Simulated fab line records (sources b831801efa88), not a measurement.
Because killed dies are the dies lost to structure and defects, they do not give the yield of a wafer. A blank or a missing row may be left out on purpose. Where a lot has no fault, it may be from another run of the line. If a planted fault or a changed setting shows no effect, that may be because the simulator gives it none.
Split-lot study    flow gf180mcu    23 wafers read from 5 lots, route of 602 steps

== ON THE SPLIT ==
At GF_SAB_DEVELOP_08 (develop time 60 s), the setting dev temp c was moved away from the recipe's 23 C on 8 of the 23 wafers read, by -11.0% to +16.0%. All remaining wafers had this setting at the recipe value.

The file shows no step between the split and the reading.

== THE READING ==
At GF_SAB_CD_MEAS_09: cd nm in nanometres, against a target cd of 420 nm. On this fab line, fault-free wafers typically give 419.3 nm with a standard deviation of 1.9 nm.

wafer   tool, chamber at the split  dev temp c as run, C  against the recipe  cd nm, nm  against lot-mates on the recipe
L075.1  litho track-02, 0           23                    recipe              418.7      -
L075.2  litho track-02, 0           23                    recipe              418.1      -
L075.3  litho track-02, 0           23                    recipe              420.0      -
L075.4  litho track-02, 0           23                    recipe              419.7      -
L075.6  litho track-02, 0           23                    recipe              418.3      -
L079.1  litho track-03, 0           20.47                 -11.0%              407.5      -10.3
L079.2  litho track-03, 0           23                    recipe              418.3      -
L079.3  litho track-03, 0           20.47                 -11.0%              407.4      -10.4
L079.4  litho track-03, 0           23                    recipe              417.3      -
L079.5  litho track-03, 0           20.47                 -11.0%              408.4      -9.4
L078.2  litho track-01, 0           26.69                 +16.0%              432.9      +14.8
L078.3  litho track-01, 0           23                    recipe              417.8      -
L078.4  litho track-01, 0           26.69                 +16.0%              432.4      +14.3
L078.5  litho track-01, 0           23                    recipe              418.3      -
L078.6  litho track-01, 0           26.69                 +16.0%              433.9      +15.8
L082.1  litho track-02, 0           23                    recipe              423.7      -
L082.2  litho track-02, 0           26.68                 +16.0%              436.1      +12.5
L082.3  litho track-02, 0           23                    recipe              423.4      -
L082.4  litho track-02, 0           26.68                 +16.0%              433.6      +10.0
L082.6  litho track-02, 0           23                    recipe              423.7      -
L085.2  litho track-02, 0           23                    recipe              418.1      -
L085.3  litho track-02, 0           23                    recipe              417.9      -
L085.4  litho track-02, 0           23                    recipe              418.5      -

FIT RESULTS
A straight line over all 23 wafers: cd nm changes by +0.941 nm for each +1% of dev temp c; r = +0.97; the points scatter about the line by 2 nm.
The same after taking each lot's own level away (the mean of its wafers on the recipe; 23 wafers): +0.862 nm for each +1%; r = +0.99; scatter 1.1 nm.
On that fit, the largest move of dev temp c shifts the reading by 14 nm.
Across the lots, their own levels run from 417.80 to 423.60 nm, a range of 3.1 times the standard deviation given above.
The two slopes are in agreement: the lot-to-lot level therefore moves the slope only a little.
Check: +13.5 nm against its lot-mates is what the line predicts for one of the wafers moved furthest among these (+16.0%) when that wafer is left out of the fit. Against them it came out at +14.8 nm.

== OTHER SPLITS ON THESE WAFERS ==
These wafers also went through other splits before the reading. Each is held against what the fit with the lots' levels taken away leaves over:
other split on the same wafers       wafers away from the commonest value  r with cd nm (lot level and that fit taken away)
GF_HV_LDD_DEVELOP_18 develop time s  6                                     -0.12
GF_HV_LDD_COAT_41 resist thk nm      11                                    +0.36
GF_HV_LDD_DEVELOP_45 develop time s  10                                    -0.28
GF_HV_LDD_CVD_56 temp c              10                                    -0.53
GF_PSD_COAT_02 resist thk nm         6                                     +0.05
GF_SAB_CVD_00 time s                 8                                     -0.51

== THE WHOLE CHAIN: every reading that the file lists as answering this split, in the file's order ==
step               what it does                                               reading                                                     change (the file's fit)                r (the file's)
GF_SAB_CD_MEAS_09  target cd 420 nm                                           cd nm                                                       +0.838 nm for each +1% of the setting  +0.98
GF_SAB_ETCH_11     etches SiO2 in C4F8/O2/Ar, target depth 55 nm, time 8.5 s  SAB.cd nm (the simulator's own value, which no gauge read)  +0.82 nm for each +1% of the setting   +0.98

== FILE'S OWN FIT ==
cd nm changes by +0.838 nm for each +1% of dev temp c, r = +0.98.
